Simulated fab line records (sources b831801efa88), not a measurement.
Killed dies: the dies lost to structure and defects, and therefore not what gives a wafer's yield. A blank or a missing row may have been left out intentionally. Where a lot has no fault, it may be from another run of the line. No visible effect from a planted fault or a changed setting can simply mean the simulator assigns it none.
Lot-split experiment || flow gf180mcu || route with 602 steps; 5 lots, 27 wafers read

## THE SPLIT
At GF_TOP_METAL_SPUTTER_02 (material AlCu, target thk 900 nm, time 47.82 s), the setting time s was moved away from the recipe's 47.82 s on 12 of the 27 wafers read, by -48.1% to +43.3%. This setting was run at the recipe's value on the other wafers.

## FROM THE SPLIT TO THE READING: what the file shows between them, 11 steps
- GF_TOP_METAL_SPUTTER_03: material Ti, target thk 5 nm, time 3.3 s
- GF_TOP_METAL_SPUTTER_04: material TiN, target thk 25 nm, time 20.8 s
- GF_TOP_METAL_RS_MEAS_05: measures by four-point-probe
- GF_TOP_METAL_THK_MEAS_06: measures by xrf
- GF_TOP_METAL_DEHYDRATE_07: time 60 s
- GF_TOP_METAL_HMDS_08: prime time 60 s
- GF_TOP_METAL_METAL_ETCH_16: etches the open film in Cl2/BCl3, stops on SiO2, target depth 1077.5 nm, time 179.6 s
- GF_TOP_METAL_STRIP_17: strips in O2/N2
- GF_TOP_METAL_STRIP_18: strips in post etch residue remover, time 1200 s
- GF_PASSIVATION_STRIP_12: strips in O2/N2
- GF_PASSIVATION_ANNEAL_13: time 1800 s

## THE READING
PASSIVATION_BOW, in um, at GF_PASSIVATION_BOW_MEAS_14. Typical for fault-free wafers on this fab line: 134 um, with standard deviation 8.4 um.

{"wafer": "L074.1", "tool, chamber at the split": "pvd sputter-03, -", "time s as run, s": 47.82, "against the recipe": "recipe", "PASSIVATION_BOW, um": 139, "against lot-mates on the recipe": "-"}
{"wafer": "L074.3", "tool, chamber at the split": "pvd sputter-03, -", "time s as run, s": 47.82, "against the recipe": "recipe", "PASSIVATION_BOW, um": 139, "against lot-mates on the recipe": "-"}
{"wafer": "L074.6", "tool, chamber at the split": "pvd sputter-03, -", "time s as run, s": 47.82, "against the recipe": "recipe", "PASSIVATION_BOW, um": 130, "against lot-mates on the recipe": "-"}
{"wafer": "L075.1", "tool, chamber at the split": "pvd sputter-04, -", "time s as run, s": 47.82, "against the recipe": "recipe", "PASSIVATION_BOW, um": 148, "against lot-mates on the recipe": "-"}
{"wafer": "L075.2", "tool, chamber at the split": "pvd sputter-04, -", "time s as run, s": 68.54, "against the recipe": "+43.3%", "PASSIVATION_BOW, um": 120, "against lot-mates on the recipe": -26}
{"wafer": "L075.3", "tool, chamber at the split": "pvd sputter-04, -", "time s as run, s": 68.54, "against the recipe": "+43.3%", "PASSIVATION_BOW, um": 123, "against lot-mates on the recipe": -23}
{"wafer": "L075.4", "tool, chamber at the split": "pvd sputter-04, -", "time s as run, s": 47.82, "against the recipe": "recipe", "PASSIVATION_BOW, um": 145, "against lot-mates on the recipe": "-"}
{"wafer": "L075.5", "tool, chamber at the split": "pvd sputter-04, -", "time s as run, s": 47.82, "against the recipe": "recipe", "PASSIVATION_BOW, um": 145, "against lot-mates on the recipe": "-"}
{"wafer": "L075.6", "tool, chamber at the split": "pvd sputter-04, -", "time s as run, s": 68.54, "against the recipe": "+43.3%", "PASSIVATION_BOW, um": 123, "against lot-mates on the recipe": -23}
{"wafer": "L079.1", "tool, chamber at the split": "pvd sputter-03, -", "time s as run, s": 58.08, "against the recipe": "+21.5%", "PASSIVATION_BOW, um": 113, "against lot-mates on the recipe": -7}
{"wafer": "L079.2", "tool, chamber at the split": "pvd sputter-03, -", "time s as run, s": 58.08, "against the recipe": "+21.5%", "PASSIVATION_BOW, um": 107, "against lot-mates on the recipe": -13}
{"wafer": "L079.3", "tool, chamber at the split": "pvd sputter-03, -", "time s as run, s": 58.08, "against the recipe": "+21.5%", "PASSIVATION_BOW, um": 113, "against lot-mates on the recipe": -7}
{"wafer": "L079.4", "tool, chamber at the split": "pvd sputter-03, -", "time s as run, s": 47.82, "against the recipe": "recipe", "PASSIVATION_BOW, um": 122, "against lot-mates on the recipe": "-"}
{"wafer": "L079.5", "tool, chamber at the split": "pvd sputter-03, -", "time s as run, s": 47.82, "against the recipe": "recipe", "PASSIVATION_BOW, um": 121, "against lot-mates on the recipe": "-"}
{"wafer": "L079.6", "tool, chamber at the split": "pvd sputter-03, -", "time s as run, s": 47.82, "against the recipe": "recipe", "PASSIVATION_BOW, um": 117, "against lot-mates on the recipe": "-"}
{"wafer": "L081.1", "tool, chamber at the split": "pvd sputter-02, -", "time s as run, s": 24.84, "against the recipe": "-48.1%", "PASSIVATION_BOW, um": 162, "against lot-mates on the recipe": "+18"}
{"wafer": "L081.2", "tool, chamber at the split": "pvd sputter-02, -", "time s as run, s": 24.84, "against the recipe": "-48.1%", "PASSIVATION_BOW, um": 172, "against lot-mates on the recipe": "+28"}
{"wafer": "L081.3", "tool, chamber at the split": "pvd sputter-02, -", "time s as run, s": 47.82, "against the recipe": "recipe", "PASSIVATION_BOW, um": 141, "against lot-mates on the recipe": "-"}
{"wafer": "L081.4", "tool, chamber at the split": "pvd sputter-02, -", "time s as run, s": 24.84, "against the recipe": "-48.1%", "PASSIVATION_BOW, um": 173, "against lot-mates on the recipe": "+29"}
{"wafer": "L081.5", "tool, chamber at the split": "pvd sputter-02, -", "time s as run, s": 47.82, "against the recipe": "recipe", "PASSIVATION_BOW, um": 155, "against lot-mates on the recipe": "-"}
{"wafer": "L081.6", "tool, chamber at the split": "pvd sputter-02, -", "time s as run, s": 47.82, "against the recipe": "recipe", "PASSIVATION_BOW, um": 137, "against lot-mates on the recipe": "-"}
{"wafer": "L085.1", "tool, chamber at the split": "pvd sputter-03, -", "time s as run, s": 47.82, "against the recipe": "recipe", "PASSIVATION_BOW, um": 138, "against lot-mates on the recipe": "-"}
{"wafer": "L085.2", "tool, chamber at the split": "pvd sputter-03, -", "time s as run, s": 66.82, "against the recipe": "+39.7%", "PASSIVATION_BOW, um": 128, "against lot-mates on the recipe": -17}
{"wafer": "L085.3", "tool, chamber at the split": "pvd sputter-03, -", "time s as run, s": 66.82, "against the recipe": "+39.7%", "PASSIVATION_BOW, um": 108, "against lot-mates on the recipe": -37}
{"wafer": "L085.4", "tool, chamber at the split": "pvd sputter-03, -", "time s as run, s": 47.82, "against the recipe": "recipe", "PASSIVATION_BOW, um": 148, "against lot-mates on the recipe": "-"}
{"wafer": "L085.5", "tool, chamber at the split": "pvd sputter-03, -", "time s as run, s": 47.82, "against the recipe": "recipe", "PASSIVATION_BOW, um": 148, "against lot-mates on the recipe": "-"}
{"wafer": "L085.6", "tool, chamber at the split": "pvd sputter-03, -", "time s as run, s": 66.82, "against the recipe": "+39.7%", "PASSIVATION_BOW, um": 126, "against lot-mates on the recipe": -19}

FIT RESULTS
A straight line over all 27 wafers: PASSIVATION_BOW changes by -0.557 um for each +1% of time s; r = -0.80; the points scatter about the line by 11 um.
The same after taking each lot's own level away (the mean of its wafers on the recipe; 27 wafers): -0.54 um for each +1%; r = -0.94; scatter 5.3 um.
That fit puts the effect of the largest move of time s on the reading at 26 um.
Measured against the standard deviation above, the lots' own levels, which go from 120.0 to 146.0 um, span 3.1 times it.
So the lot-to-lot level blurs the effect unless lot-mates are compared.
Check: +27.8 um against its lot-mates is what the line predicts for one of the wafers moved furthest among these (-48.1%) when that wafer is left out of the fit. It came out at +17.7 um against them.

## FURTHER SPLITS ON THESE WAFERS
These wafers also went through other splits before the reading. Each is held against what the fit with the lots' levels taken away leaves over:
{"other split on the same wafers": "GF_V3_CVD_02 time s", "wafers away from the commonest value": 12, "r with PASSIVATION_BOW (lot level and that fit taken away)": -0.15}
{"other split on the same wafers": "GF_M4_DEVELOP_13 develop time s", "wafers away from the commonest value": 9, "r with PASSIVATION_BOW (lot level and that fit taken away)": "+0.02"}
{"other split on the same wafers": "GF_MIM_CVD_05 time s", "wafers away from the commonest value": 12, "r with PASSIVATION_BOW (lot level and that fit taken away)": "+0.23"}

## THE WHOLE CHAIN: every reading that the file lists as answering this split, in the file's order
{"step": "GF_TOP_METAL_SPUTTER_02", "what it does": "material AlCu, target thk 900 nm, time 47.82 s", "reading": "AlCu_of_TOP_METAL_SPUTTER_02.thk nm (the simulator's own value, which no gauge read)", "change (the file's fit)": "+9.04 nm for each +1% of the setting", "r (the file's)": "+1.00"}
{"step": "GF_TOP_METAL_RS_MEAS_05", "what it does": "measures by four-point-probe", "reading": "TOP_METAL_ALCU_RS", "change (the file's fit)": "-0.00038 for each +1% of the setting", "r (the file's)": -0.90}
{"step": "GF_TOP_METAL_THK_MEAS_06", "what it does": "measures by xrf", "reading": "TOP_METAL_ALCU_THK", "change (the file's fit)": "+9.19 for each +1% of the setting", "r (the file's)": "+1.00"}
{"step": "GF_TOP_METAL_METAL_ETCH_16", "what it does": "etches the open film in Cl2/BCl3, stops on SiO2, target depth 1077.5 nm, time 179.6 s", "reading": "oes product au", "change (the file's fit)": "not straight: 0.722 at the lowest setting, 0.968 at the recipe, 0.994 at the highest", "r (the file's)": "not given"}
{"step": "GF_PASSIVATION_BOW_MEAS_14", "what it does": "", "reading": "PASSIVATION_BOW", "change (the file's fit)": "-0.538 for each +1% of the setting", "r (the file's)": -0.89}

## THE FILE'S OWN FIT
PASSIVATION_BOW changes by -0.538 um for each +1% of time s, r = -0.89.
